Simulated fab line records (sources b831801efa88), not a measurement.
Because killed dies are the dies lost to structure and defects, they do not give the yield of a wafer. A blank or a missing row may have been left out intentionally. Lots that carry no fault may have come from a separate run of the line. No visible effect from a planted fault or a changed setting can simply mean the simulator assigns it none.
2 desks, one fault -- flow sfq_line -- only its own numbers are on each desk; what lay behind them is given at the end

TOOL OWNER'S DESK, rie_metal-02
The tool's own readings at SFQ_TRILAYER_L0_BARC_OPEN_METAL_ETCH_010 (etches BARC in O2, target depth 125 nm, time 41.7 s): means of the sampled wafers that have a number, for each lot that ran on this tool. If a lot's mean is further than 4 standard deviations from the usual mean, the lot is out of limits and carries the mark OUT (the distance appears in the brackets).
Columns: A = bias_w at SFQ_TRILAYER_L0_BARC_OPEN_METAL_ETCH_010, usual 80.01 W; B = chamber_pressure_mTorr at SFQ_TRILAYER_L0_BARC_OPEN_METAL_ETCH_010, usual 10.000 mTorr; C = drypump_motor_current_A at SFQ_TRILAYER_L0_BARC_OPEN_METAL_ETCH_010, usual 5.3 A; D = oes_product_au at SFQ_TRILAYER_L0_BARC_OPEN_METAL_ETCH_010, usual 0.685 a.u.
lot,first seen here,A,B,C,D
L205,day 2 10:29,80.20,9.992,5.1,0.682
L206,day 2 12:53,80.00,9.995,5.1,0.688
L221,day 6 23:54,80.27,10.004,5.7,0.683
L222,day 7 07:12,80.26,9.997,5.4,0.687
L224,day 8 04:43,79.86,10.001,5.4,0.685
Finding of this desk: none of the 5 lots has anything out of limits.

THE METROLOGY DESK
What the gauges read, lot by lot, whatever tool the lot ran on: means of the sampled wafers that have a number. If a lot's mean is further than 4 standard deviations from the usual mean, the lot is out of limits and carries the mark OUT (the distance appears in the brackets).
Columns: A = I2_BOW at SFQ_I2_BOW_MEAS_917, usual 2 um; B = M3_OVL at SFQ_M3_OVL_MEAS_921, usual 1 nm
lot,first seen here,A,B
L205,day 30 17:02,17,6
L206,day 30 23:05,-10,-2
L207,day 31 09:28,-5,-1
L208,day 31 18:18,2,4
L211,day 33 06:47,2,-
L212,day 33 17:49,-2,-
L221,day 37 16:17,2,6
L222,day 37 21:10,-5,4
L223,day 38 00:10,12,7
L224,day 38 03:08,14,-1
L225,day 38 06:07,1,-0
L226,day 38 09:09,-1,12
L227,day 38 12:07,-12,1
L228,day 40 12:09,-6,-2
Finding of this desk: none of the 14 lots has anything out of limits.

ALL TOGETHER
The desk of the tool owner found nothing out of limits.
The metrology desk saw nothing out of limits.

WHAT THE SIMULATOR HAD INSERTED
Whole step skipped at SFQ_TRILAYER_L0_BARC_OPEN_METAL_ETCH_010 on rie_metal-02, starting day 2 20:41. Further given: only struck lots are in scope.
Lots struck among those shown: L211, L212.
